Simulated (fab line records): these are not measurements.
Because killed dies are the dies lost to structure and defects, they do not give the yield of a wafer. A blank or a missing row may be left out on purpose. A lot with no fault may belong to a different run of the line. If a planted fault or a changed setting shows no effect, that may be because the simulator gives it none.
fab line records	flow sky130
[record] lots = 5	wafers = 23
route steps=708 shown GATE_OXIDE@188 POLY_GATE@217 LDD_N@250 LDD_P@264 LDD_HVN@275 LDD_HVP@282 LDD_LDN@291
start_h: start of the lot's first displayed wafer, in hours after the record's first day	wait_h: time in hours since the lot's previous step	" unchanged from the row above	L1.1+2: a single row standing in for several wafers	- either no value or no given start	* or withheld: withheld	< > ~ a bound
route shown NAME@n: names a module that has steps shown in the file, with the first one's number in the route	usual: the fault-free wafers' mean and standard deviation	same: alike in all rows	chamber/n: place in a boat	sites: each site's reading	_std_site: how widely they spread, as a standard deviation	_edge_site: outer sites' mean less inner sites'	radius_mm: for every site, how far away it sits from the centre of the wafer	mask NAME#n: copy n	behind: tool/chamber where the wafer was last shaped	hold: the reason the lot was held/the length of the hold in hours/how it ended	device: the transistor (n, p or np) that didn't switch	end of line: the same wafers' tests at the end of the route	for a step that has no rows: nothing shown but its recipe	killed: the dies lost at the first sort to structure and to defects; this is not the yield of the wafer	map: per-die view of a wafer (x killed, . not killed, _ where there is no die)
set.NAME: setting as actually run; set.NAME@STEP: the setting as run at that earlier step	model.NAME: the simulator's own value behind a step, which no gauge read
lots run with intentionally changed settings; tables by step, rows by wafer
[[steps]]
[step SKY_GATE_OXIDE_OXIDATION_01]
[recipe] temp_c = 900	ambient = O2	stabilise_s = 600	purge_s = 300	target_thk_a = 102.68	ox_time_s = 1473
lot.wafer	tool	chamber	start_h	wait_h	set.temp_c	model.SiO2_of_GATE_OXIDE_OXIDATION_01.thk_nm
L074.1	-	-	-	0.8	875.8	8.037
L074.2	"	-	"	"	875.8	7.919
L074.4	"	-	"	"	875.8	8.048
L074.5	"	-	"	"	875.8	8.019
L074.6	"	-	"	"	875.8	7.801
L078.1	-	-	-	0.0	900	10.21
L078.2	"	-	"	"	900	10.25
L078.3	"	-	"	"	900	10.22
L078.5	"	-	"	"	900	10.11
L078.6	"	-	"	"	900	10.16
L080.1	furnace-02	0	344.83	0.3	900	10.36
L080.3	"	0	"	"	900	10.27
L080.6	"	0	"	"	900	10.26
L082.1	-	-	-	0.6	885.7	8.867
L082.3	"	-	"	"	885.7	8.763
L082.4	"	-	"	"	885.7	8.814
L082.5	"	-	"	"	885.7	8.66
L082.6	"	-	"	"	885.7	8.769
L085.1	-	-	-	0.0	881.9	8.505
L085.2	"	-	"	"	881.9	8.599
L085.4	"	-	"	"	881.9	8.327
L085.5	"	-	"	"	881.9	8.362
L085.6	"	-	"	"	881.9	8.492
[step SKY_GATE_OXIDE_THK_MEAS_02]
[recipe] reads = SiO2_of_GATE_OXIDE_OXIDATION_01
[usual] GATE_OXIDE_OXIDATION_00_THK = 10.28/0.15
lot.wafer	tool	chamber	start_h	wait_h	set.temp_c@GATE_OXIDE_OXIDATION_01	GATE_OXIDE_OXIDATION_00_THK[nm]
L074.1	film_metro-01	-	-	-	875.8	8.03
L074.2	"	-	"	"	875.8	7.88
L074.4	"	-	"	"	875.8	8.07
L074.5	"	-	"	"	875.8	8.02
L074.6	"	-	"	"	875.8	7.78
L078.1	film_metro-02	-	-	-	900	10.15
L078.2	"	-	"	"	900	10.28
L078.3	"	-	"	"	900	10.24
L078.5	"	-	"	"	900	10.13
L078.6	"	-	"	"	900	10.13
L080.1	film_metro-04	-	346.24	0.0	900	10.30
L080.3	"	-	"	"	900	10.28
L080.6	"	-	"	"	900	10.26
L082.1	film_metro-04	-	-	-	885.7	8.88
L082.3	"	-	"	"	885.7	8.76
L082.4	"	-	"	"	885.7	8.83
L082.5	"	-	"	"	885.7	8.63
L082.6	"	-	"	"	885.7	8.80
L085.1	film_metro-04	-	-	-	881.9	8.51
L085.2	"	-	"	"	881.9	8.58
L085.4	"	-	"	"	881.9	8.32
L085.5	"	-	"	"	881.9	8.37
L085.6	"	-	"	"	881.9	8.48
[step SKY_GATE_OXIDE_COAT_05]
[recipe] resist = NOVOLAK	spin_rpm = 3000	resist_thk_nm = 1140
lot.wafer	tool	chamber	start_h	wait_h	set.spin_rpm	model.NOVOLAK_of_GATE_OXIDE_COAT_05.thk_nm
L074.1	litho_track-03	0	323.93	0.1	3154	1112
L074.2+5	"	0	"	"	3154	1111
L074.4	"	0	"	"	3000	1141
L074.6	"	0	"	"	3000	1140
L078.1	litho_track-04	0	346.21	0.1	3000	1143
L078.2+6	"	0	"	"	3000	1144
L078.3	"	0	"	"	3000	1141
L078.5	"	0	"	"	3000	1142
L080.1	litho_track-03	0	359.53	0.1	3000	1140
L080.3	"	0	"	"	3000	1143
L080.6	"	0	"	"	3000	1138
L082.1+5	litho_track-03	0	361.38	0.1	3000	1138
L082.3+6	"	0	"	"	3000	1140
L082.4	"	0	"	"	3000	1141
L085.1	litho_track-02	0	389.13	0.1	3000	1142
L085.2+4	"	0	"	"	2793	1184
L085.5	"	0	"	"	3000	1140
L085.6	"	0	"	"	2793	1182
[step SKY_GATE_OXIDE_IMPLANT_11]
[recipe] species = B	energy_kev = 10	dose_cm2 = 2.6e+12	tilt_deg = withheld
lot.wafer	tool	chamber	start_h	wait_h	set.dose_cm2
L074.1+2+4+5+6	implanter-03	0	337.52	0.0	2.6e+12
L078.1+3+6	implanter-02	0	360.16	0.0	2.6e+12
L078.2+5	"	0	"	"	2.478e+12
L080.1+3+6	implanter-04	0	374.66	0.0	2.6e+12
L082.1+3+4+5+6	implanter-04	0	375.94	0.0	2.6e+12
L085.1+2+5	implanter-04	0	404.14	0.0	2.6e+12
L085.4+6	"	0	"	"	2.541e+12
[step SKY_GATE_OXIDE_WET_ETCH_12]
[recipe] chemistry = dHF	target_depth_nm = 16.8	dry = n2_spin	target = SiO2	dilution = 100:1	temp_c = 25	time_s = 336
[step SKY_GATE_OXIDE_STRIP_13]
[recipe] chemistry = O2/N2	power_w = 1400	pressure_mtorr = 1500	platen_temp_c = withheld	o2_flow_sccm = 3000	n2_flow_sccm = 300	overash_fraction = 0.5
[usual] strip_time_to_endpoint_s = 14.18/0.037
lot.wafer	tool	chamber	start_h	wait_h	set.spin_rpm@GATE_OXIDE_COAT_05	strip_time_to_endpoint_s
L074.1	plasma_asher-01	0	337.77	0.0	3154	13.84
L074.2	"	1	"	"	3154	13.84
L074.4	"	0	"	"	3000	14.18
L074.5	"	1	"	"	3154	13.84
L074.6	"	0	"	"	3000	14.18
L078.1	plasma_asher-03	1	360.42	0.0	3000	14.22
L078.2	"	0	"	"	3000	14.22
L078.3	"	1	"	"	3000	14.19
L078.5	"	1	"	"	3000	14.20
L078.6	"	0	"	"	3000	14.24
L080.1	plasma_asher-03	0	374.92	0.0	3000	14.17
L080.3	"	0	"	"	3000	14.21
L080.6	"	0	"	"	3000	14.17
L082.1	plasma_asher-03	0	376.22	0.0	3000	14.15
L082.3	"	1	"	"	3000	14.17
L082.4	"	0	"	"	3000	14.17
L082.5	"	0	"	"	3000	14.15
L082.6	"	1	"	"	3000	14.17
L085.1	plasma_asher-04	0	404.41	0.0	3000	14.20
L085.2	"	1	"	"	2793	14.64
L085.4	"	0	"	"	2793	14.65
L085.5	"	0	"	"	3000	14.19
L085.6	"	1	"	"	2793	14.63
[step SKY_GATE_OXIDE_TW_MEAS_14]
[usual] GATE_OXIDE_TW = 223.6/1.4
lot.wafer	tool	chamber	start_h	wait_h	set.dose_cm2@GATE_OXIDE_IMPLANT_11	GATE_OXIDE_TW
L074.1	film_metro-02	-	337.87	0.1	2.6e+12	222.8
L074.2	"	-	"	"	2.6e+12	224.1
L074.4	"	-	"	"	2.6e+12	222.1
L074.5	"	-	"	"	2.6e+12	223.6
L074.6	"	-	"	"	2.6e+12	223.0
L078.1	film_metro-02	-	360.52	0.1	2.6e+12	221.5
L078.2	"	-	"	"	2.478e+12	218.1
L078.3	"	-	"	"	2.6e+12	221.3
L078.5	"	-	"	"	2.478e+12	217.0
L078.6	"	-	"	"	2.6e+12	221.7
L080.1	film_metro-01	-	375.02	0.1	2.6e+12	225.2
L080.3	"	-	"	"	2.6e+12	224.6
L080.6	"	-	"	"	2.6e+12	223.9
L082.1	film_metro-01	-	376.32	0.1	2.6e+12	224.5
L082.3	"	-	"	"	2.6e+12	226.0
L082.4	"	-	"	"	2.6e+12	224.1
L082.5	"	-	"	"	2.6e+12	224.1
L082.6	"	-	"	"	2.6e+12	224.1
L085.1	film_metro-01	-	404.51	0.1	2.6e+12	224.5
L085.2	"	-	"	"	2.6e+12	223.9
L085.4	"	-	"	"	2.541e+12	222.7
L085.5	"	-	"	"	2.6e+12	224.6
L085.6	"	-	"	"	2.541e+12	222.5
[step SKY_GATE_OXIDE_CLEAN_15]
[recipe] chemistry = SC1/SC2	mix = 1:4:20	temp_c = 70	time_s = 150	dry = n2_spin
[step SKY_GATE_OXIDE_OXIDATION_16]
[recipe] temp_c = 800	ambient = O2	idle_temp_c = 700	ramp_up_c_per_min = 10	ramp_down_c_per_min = 3	stabilise_s = 600	purge_s = 300	target_thk_a = 35.7	ox_time_s = 1915
lot.wafer	tool	chamber	start_h	wait_h	set.temp_c@GATE_OXIDE_OXIDATION_01	model.SiO2_of_GATE_OXIDE_OXIDATION_01.thk_nm
L074.1	furnace-02	0	340.45	2.4	875.8	9.549
L074.2	"	0	"	"	875.8	9.413
L074.4	"	0	"	"	875.8	9.564
L074.5	"	0	"	"	875.8	9.543
L074.6	"	0	"	"	875.8	9.3
L078.1	furnace-01	0	361.63	1.0	900	11.58
L078.2	"	0	"	"	900	11.62
L078.3	"	0	"	"	900	11.59
L078.5	"	0	"	"	900	11.5
L078.6	"	0	"	"	900	11.53
L080.1	furnace-02	0	379.48	4.3	900	11.73
L080.3+6	"	0	"	"	900	11.66
L082.1	furnace-02	0	379.48	3.0	885.7	10.33
L082.3+6	"	0	"	"	885.7	10.22
L082.4	"	0	"	"	885.7	10.26
L082.5	"	0	"	"	885.7	10.14
L085.1	furnace-01	0	405.66	1.0	881.9	9.973
L085.2	"	0	"	"	881.9	10.06
L085.4	"	0	"	"	881.9	9.796
L085.5	"	0	"	"	881.9	9.832
L085.6	"	0	"	"	881.9	9.974
[step SKY_POLY_GATE_CVD_03]
[recipe] material = Si3N4	precursor = DCS/NH3	target_thk_nm = 75	temp_c = 770	time_s = 1290	pressure_mtorr = 250
lot.wafer	tool	chamber	start_h	wait_h	set.pressure_mtorr	model.Si3N4_of_POLY_GATE_CVD_03.thk_nm
L074.1	-	-	-	0.0	234.9	74.27
L074.2	"	-	"	"	234.9	74.49
L074.4	"	-	"	"	234.9	73.63
L074.5	"	-	"	"	234.9	73.85
L074.6	"	-	"	"	234.9	74.5
L078.1	-	-	-	1.8	284	78.57
L078.2	"	-	"	"	284	77.9
L078.3	"	-	"	"	284	78.37
L078.5	"	-	"	"	284	77.68
L078.6	"	-	"	"	284	77.97
L080.1	lpcvd-02	1	416.54	4.0	250	74.68
L080.3	"	1	"	"	250	74.49
L080.6	"	1	"	"	250	75
L082.1	-	-	-	3.5	250	74.61
L082.3	"	-	"	"	250	74.89
L082.4	"	-	"	"	250	74.79
L082.5	"	-	"	"	250	74.85
L082.6	"	-	"	"	250	75.25
L085.1	-	-	-	0.0	233.2	73.79
L085.2	"	-	"	"	233.2	73.82
L085.4	"	-	"	"	233.2	73.74
L085.5	"	-	"	"	233.2	73.57
L085.6	"	-	"	"	233.2	73.18
[step SKY_POLY_GATE_THK_MEAS_04]
[recipe] reads = Si3N4_of_POLY_GATE_CVD_03
[usual] POLY_GATE_CVD_03_THK = 75.1/0.59
lot.wafer	tool	chamber	start_h	wait_h	set.pressure_mtorr@POLY_GATE_CVD_03	POLY_GATE_CVD_03_THK[nm]
L074.1	film_metro-02	-	-	-	234.9	74.3
L074.2	"	-	"	"	234.9	74.4
L074.4	"	-	"	"	234.9	73.6
L074.5	"	-	"	"	234.9	73.8
L074.6	"	-	"	"	234.9	74.5
L078.1	film_metro-02	-	-	-	284	78.6
L078.2	"	-	"	"	284	77.9
L078.3	"	-	"	"	284	78.4
L078.5	"	-	"	"	284	77.7
L078.6	"	-	"	"	284	78.0
L080.1	film_metro-04	-	417.90	0.0	250	74.7
L080.3	"	-	"	"	250	74.5
L080.6	"	-	"	"	250	75.0
L082.1	film_metro-03	-	-	-	250	74.7
L082.3	"	-	"	"	250	74.9
L082.4	"	-	"	"	250	74.8
L082.5	"	-	"	"	250	74.8
L082.6	"	-	"	"	250	75.2
L085.1	film_metro-04	-	-	-	233.2	73.8
L085.2	"	-	"	"	233.2	73.8
L085.4	"	-	"	"	233.2	73.7
L085.5	"	-	"	"	233.2	73.5
L085.6	"	-	"	"	233.2	73.2
[step SKY_POLY_GATE_ETCH_15]
[recipe] chemistry = N2/H2	target = BARC	ion_energy_ev = 200	source_w = 500	bias_w = 100	pressure_mtorr = 30	n2_flow_sccm = 100	h2_flow_sccm = 200	stop_on = SiO2	time_s = 118.5	target_depth_a = 1100
lot.wafer	tool	chamber	start_h	wait_h	set.source_w	model.KrF-thick_of_POLY_GATE_COAT_08.thk_nm
L074.1	rie_diel-03	2	402.01	0.0	547.3	337.9
L074.2	"	3	"	"	500	347.1
L074.4	"	0	"	"	547.3	336.6
L074.5	"	3	"	"	547.3	338.2
L074.6	"	2	"	"	500	345.8
L078.1	rie_diel-01	1	427.06	0.0	500	348.8
L078.2	"	0	"	"	462	352.1
L078.3	"	2	"	"	462	353.3
L078.5	"	0	"	"	500	343.9
L078.6	"	1	"	"	462	352.8
L080.1	rie_diel-04	1	448.59	0.0	500	342.2
L080.3	"	3	"	"	500	344.8
L080.6	"	3	"	"	500	344.7
L082.1	rie_diel-01	3	449.16	0.0	500	347.3
L082.3	"	2	"	"	500	347.2
L082.4	"	1	"	"	540.2	339.4
L082.5	"	1	"	"	540.2	340.3
L082.6	"	2	"	"	500	346.4
L085.1	rie_diel-04	0	472.04	0.0	469.9	350.6
L085.2	"	3	"	"	469.9	347.7
L085.4	"	2	"	"	500	343.5
L085.5	"	0	"	"	500	344.8
L085.6	"	3	"	"	469.9	349.7
[step SKY_POLY_GATE_ETCH_16]
[recipe] stop_on = poly-Si	chemistry = CH3F/O2	target = Si3N4	source_w = 400	bias_w = 80	pressure_mtorr = 25	ch3f_flow_sccm = 40	O2_flow_sccm = 30	time_s = 147.5	target_depth_a = 750
lot.wafer	tool	chamber	start_h	wait_h	set.source_w@POLY_GATE_ETCH_15	model.KrF-thick_of_POLY_GATE_COAT_08.thk_nm
L074.1	rie_diel-03	2	402.09	0.0	547.3	228.3
L074.2	"	3	"	"	500	236.7
L074.4	"	0	"	"	547.3	225.3
L074.5	"	3	"	"	547.3	228.5
L074.6	"	2	"	"	500	236.9
L078.1	rie_diel-01	1	427.14	0.0	500	241
L078.2	"	0	"	"	462	243
L078.3	"	2	"	"	462	246.2
L078.5	"	0	"	"	500	234.7
L078.6	"	1	"	"	462	244.1
L080.1	rie_diel-04	1	448.67	0.0	500	230.6
L080.3	"	3	"	"	500	232.8
L080.6	"	3	"	"	500	232.5
L082.1	rie_diel-01	3	449.24	0.0	500	238.5
L082.3	"	2	"	"	500	240.8
L082.4	"	1	"	"	540.2	232.2
L082.5	"	1	"	"	540.2	232.9
L082.6	"	2	"	"	500	239
L085.1	rie_diel-04	0	472.12	0.0	469.9	241.6
L085.2	"	3	"	"	469.9	236.5
L085.4	"	2	"	"	500	231.3
L085.5	"	0	"	"	500	234.8
L085.6	"	3	"	"	469.9	238.3
[step SKY_LDD_N_IMPLANT_13]
[recipe] species = BF2	energy_kev = 50	dose_cm2 = 5e+12	tilt_deg = 30	rotation_deg = 90
lot.wafer	tool	chamber	start_h	wait_h	set.energy_kev	model.implant.rp_nm	model.implant.drp_nm
L074.1+4	implanter-02	0	435.51	0.1	50	33.79	18.83
L074.2+5+6	"	0	"	"	52.06	35.17	19.4
L078.1+6	implanter-03	0	464.72	0.1	50	32.17	18.83
L078.2+3+5	"	0	"	"	51.47	33.11	19.24
L080.1+3+6	implanter-03	0	482.47	0.1	50	32.48	18.83
L082.1+5+6	implanter-03	0	483.67	0.1	50	32.76	18.83
L082.3+4	"	0	"	"	48.1	31.53	18.31
L085.1+4+6	implanter-01	0	507.36	0.1	52.36	33.58	19.48
L085.2+5	"	0	"	"	50	32.08	18.83
[step SKY_LDD_P_IMPLANT_09]
[recipe] species = BF2	energy_kev = 25	dose_cm2 = 1e+13	tilt_deg = withheld
lot.wafer	tool	chamber	start_h	wait_h	set.dose_cm2
L074.1+2+6	implanter-04	0	466.39	0.0	9.564e+12
L074.4+5	"	0	"	"	1e+13
L078.1+2	implanter-03	0	496.86	0.0	9.546e+12
L078.3+5+6	"	0	"	"	1e+13
L080.1+3+6	implanter-04	0	514.06	0.0	1e+13
L082.1+4	implanter-04	0	515.61	0.0	9.662e+12
L082.3+5+6	"	0	"	"	1e+13
L085.1+5+6	implanter-03	0	539.14	0.0	9.428e+12
L085.2+4	"	0	"	"	1e+13
[step SKY_LDD_P_STRIP_10]
[recipe] chemistry = O2/N2	power_w = 1400	pressure_mtorr = 1500	platen_temp_c = withheld	o2_flow_sccm = 3000	n2_flow_sccm = 300	overash_fraction = 0.5
[step SKY_LDD_P_TW_MEAS_11]
[usual] LDD_P_TW = 634.0/2.9
lot.wafer	tool	chamber	start_h	wait_h	set.dose_cm2@LDD_P_IMPLANT_09	LDD_P_TW
L074.1	film_metro-04	-	466.64	0.1	9.564e+12	628.8
L074.2	"	-	"	"	9.564e+12	627.7
L074.4	"	-	"	"	1e+13	636.0
L074.5	"	-	"	"	1e+13	634.4
L074.6	"	-	"	"	9.564e+12	628.5
L078.1	film_metro-04	-	497.11	0.1	9.546e+12	622.8
L078.2	"	-	"	"	9.546e+12	623.1
L078.3	"	-	"	"	1e+13	632.3
L078.5	"	-	"	"	1e+13	634.9
L078.6	"	-	"	"	1e+13	631.3
L080.1	film_metro-04	-	514.31	0.1	1e+13	638.3
L080.3	"	-	"	"	1e+13	633.8
L080.6	"	-	"	"	1e+13	633.3
L082.1	film_metro-01	-	515.86	0.1	9.662e+12	624.3
L082.3	"	-	"	"	1e+13	634.2
L082.4	"	-	"	"	9.662e+12	627.4
L082.5	"	-	"	"	1e+13	634.7
L082.6	"	-	"	"	1e+13	632.0
L085.1	film_metro-02	-	539.39	0.1	9.428e+12	621.7
L085.2	"	-	"	"	1e+13	630.6
L085.4	"	-	"	"	1e+13	631.8
L085.5	"	-	"	"	9.428e+12	621.2
L085.6	"	-	"	"	9.428e+12	621.3
[step SKY_LDD_HVN_IMPLANT_08]
[recipe] species = P	energy_kev = 60	dose_cm2 = 3e+13	tilt_deg = 40
lot.wafer	tool	chamber	start_h	wait_h	set.energy_kev	model.implant.rp_nm	model.implant.drp_nm
L074.1+5+6	implanter-04	0	497.07	0.0	60	55.46	28.15
L074.2+4	"	0	"	"	56.77	52.42	26.86
L078.1+5+6	implanter-03	0	528.07	0.0	60	54.27	28.15
L078.2+3	"	0	"	"	58.56	52.95	27.57
L080.1+3+6	implanter-03	0	545.39	0.0	60	57.12	28.15
L082.1+3+4+5+6	implanter-03	0	546.32	0.0	60	55.71	28.15
L085.1+2+4+5+6	implanter-02	0	568.67	0.0	60	55.1	28.15
[step SKY_LDD_HVP_EXPOSE_04]
[recipe] mask_id = HVPTM	na = 0.6	source_shape = conventional	sigma_outer = 0.6	polarization = unpolarized	target_cd_nm = 700	dose_mj = 86
lot.wafer	tool	chamber	start_h	wait_h	mask	set.dose_mj
L074.1+4+6	iline_stepper-01	0	-	-	HVPTM#0	82.33
L074.2+5	"	0	"	"	HVPTM#0	86
L078.1+3	iline_stepper-01	0	-	-	HVPTM#0	86
L078.2+5+6	"	0	"	"	HVPTM#0	90.75
L080.1+3+6	iline_stepper-02	0	-	-	HVPTM#0	86
L082.1+3+4	iline_stepper-01	0	-	-	HVPTM#0	83.06
L082.5+6	"	0	"	"	HVPTM#0	86
L085.1+4+5	iline_stepper-01	0	-	-	HVPTM#0	86
L085.2+6	"	0	"	"	HVPTM#0	83.97
[step SKY_LDD_HVP_PEB_05]
[recipe] temp_c = withheld	time_s = *	resist = NOVOLAK
[step SKY_LDD_HVP_DEVELOP_06]
[recipe] resist = NOVOLAK	developer = TMAH	develop_time_s = 60	dev_temp_c = 24.1
lot.wafer	tool	chamber	start_h	wait_h	set.dose_mj@LDD_HVP_EXPOSE_04	model.LDD_HVP.cd_nm
L074.1	litho_track-01	0	527.59	0.1	82.33	679.1
L074.2	"	0	"	"	86	692.6
L074.4	"	0	"	"	82.33	679.8
L074.5	"	0	"	"	86	692.9
L074.6	"	0	"	"	82.33	679.5
L078.1	litho_track-02	0	558.23	0.1	86	689.7
L078.2	"	0	"	"	90.75	707.1
L078.3	"	0	"	"	86	691.2
L078.5+6	"	0	"	"	90.75	708.6
L080.1	litho_track-04	0	575.35	0.1	86	693.1
L080.3	"	0	"	"	86	694.4
L080.6	"	0	"	"	86	693.4
L082.1	litho_track-01	0	575.79	0.1	83.06	687.3
L082.3	"	0	"	"	83.06	686.4
L082.4	"	0	"	"	83.06	684.7
L082.5	"	0	"	"	86	695.3
L082.6	"	0	"	"	86	696.6
L085.1	litho_track-01	0	598.64	0.1	86	691.1
L085.2	"	0	"	"	83.97	684.1
L085.4	"	0	"	"	86	693.5
L085.5	"	0	"	"	86	691.8
L085.6	"	0	"	"	83.97	688.3
[step SKY_LDD_LDN_COAT_02]
[recipe] resist = NOVOLAK	spin_rpm = 3000	resist_thk_nm = 1140
lot.wafer	tool	chamber	start_h	wait_h	set.resist_thk_nm	model.NOVOLAK_of_LDD_LDN_COAT_02.thk_nm
L074.1	litho_track-03	0	543.37	0.1	1189	1193
L074.2	"	0	"	"	1140	1141
L074.4	"	0	"	"	1189	1194
L074.5	"	0	"	"	1140	1144
L074.6	"	0	"	"	1140	1138
L078.1	litho_track-03	0	572.77	0.1	1113	1113
L078.2	"	0	"	"	1113	1111
L078.3	"	0	"	"	1140	1143
L078.5	"	0	"	"	1140	1136
L078.6	"	0	"	"	1113	1112
L080.1	litho_track-03	0	589.82	0.1	1140	1146
L080.3+6	"	0	"	"	1140	1143
L082.1	litho_track-03	0	590.42	0.1	1140	1141
L082.3	"	0	"	"	1140	1140
L082.4+5	"	0	"	"	1079	1080
L082.6	"	0	"	"	1140	1142
L085.1+2	litho_track-02	0	612.98	0.1	1140	1141
L085.4	"	0	"	"	1140	1142
L085.5	"	0	"	"	1140	1139
L085.6	"	0	"	"	1140	1140
[[key]]
[split] step = SKY_GATE_OXIDE_OXIDATION_01	setting = temp_c	stated = 900	by = lot
[response] step = SKY_GATE_OXIDE_OXIDATION_01	reading = model.SiO2_of_GATE_OXIDE_OXIDATION_01.thk_nm	change = +0.858	per = 1%	r = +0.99
[response] step = SKY_GATE_OXIDE_THK_MEAS_02	reading = GATE_OXIDE_OXIDATION_00_THK	change = +0.855	per = 1%	r = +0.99
[response] step = SKY_GATE_OXIDE_OXIDATION_16	reading = model.SiO2_of_GATE_OXIDE_OXIDATION_01.thk_nm	change = +0.809	per = 1%	r = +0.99
[split] step = SKY_GATE_OXIDE_COAT_05	setting = spin_rpm	stated = 3000	by = wafer
[response] step = SKY_GATE_OXIDE_COAT_05	reading = model.NOVOLAK_of_GATE_OXIDE_COAT_05.thk_nm	change = -5.92	per = 1%	r = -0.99
[response] step = SKY_GATE_OXIDE_STRIP_13	reading = strip_time_to_endpoint_s	change = *	per = 1%	r = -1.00
[split] step = SKY_GATE_OXIDE_IMPLANT_11	setting = dose_cm2	stated = 2.6e+12	by = wafer
[response] step = SKY_GATE_OXIDE_TW_MEAS_14	reading = GATE_OXIDE_TW	change = +0.828	per = 1%	r = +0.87
[split] step = SKY_POLY_GATE_CVD_03	setting = pressure_mtorr	stated = 250	by = lot
[response] step = SKY_POLY_GATE_CVD_03	reading = model.Si3N4_of_POLY_GATE_CVD_03.thk_nm	change = +0.212	per = 1%	r = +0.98
[response] step = SKY_POLY_GATE_THK_MEAS_04	reading = POLY_GATE_CVD_03_THK	change = +0.213	per = 1%	r = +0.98
[split] step = SKY_POLY_GATE_ETCH_15	setting = source_w	stated = 500	by = wafer
[response] step = SKY_POLY_GATE_ETCH_15	reading = model.KrF-thick_of_POLY_GATE_COAT_08.thk_nm	change = -0.89	per = 1%	r = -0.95
[response] step = SKY_POLY_GATE_ETCH_16	reading = model.KrF-thick_of_POLY_GATE_COAT_08.thk_nm	change = -0.922	per = 1%	r = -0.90
[split] step = SKY_LDD_N_IMPLANT_13	setting = energy_kev	stated = 50	by = wafer
[response] step = SKY_LDD_N_IMPLANT_13	reading = model.implant.rp_nm	change = +0.324	per = 1%	r = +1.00
[response] step = SKY_LDD_N_IMPLANT_13	reading = model.implant.drp_nm	change = +0.138	per = 1%	r = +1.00
[split] step = SKY_LDD_P_IMPLANT_09	setting = dose_cm2	stated = 1e+13	by = wafer
[response] step = SKY_LDD_P_TW_MEAS_11	reading = LDD_P_TW	change = +1.88	per = 1%	r = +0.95
[split] step = SKY_LDD_HVN_IMPLANT_08	setting = energy_kev	stated = 60	by = wafer
[response] step = SKY_LDD_HVN_IMPLANT_08	reading = model.implant.rp_nm	change = +0.562	per = 1%	r = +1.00
[response] step = SKY_LDD_HVN_IMPLANT_08	reading = model.implant.drp_nm	change = +0.24	per = 1%	r = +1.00
[split] step = SKY_LDD_HVP_EXPOSE_04	setting = dose_mj	stated = 86	by = wafer
[response] step = SKY_LDD_HVP_DEVELOP_06	reading = model.LDD_HVP.cd_nm	change = +3.06	per = 1%	r = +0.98
[split] step = SKY_LDD_LDN_COAT_02	setting = resist_thk_nm	stated = 1140	by = wafer
[response] step = SKY_LDD_LDN_COAT_02	reading = model.NOVOLAK_of_LDD_LDN_COAT_02.thk_nm	change = +11.7	per = 1%	r = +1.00
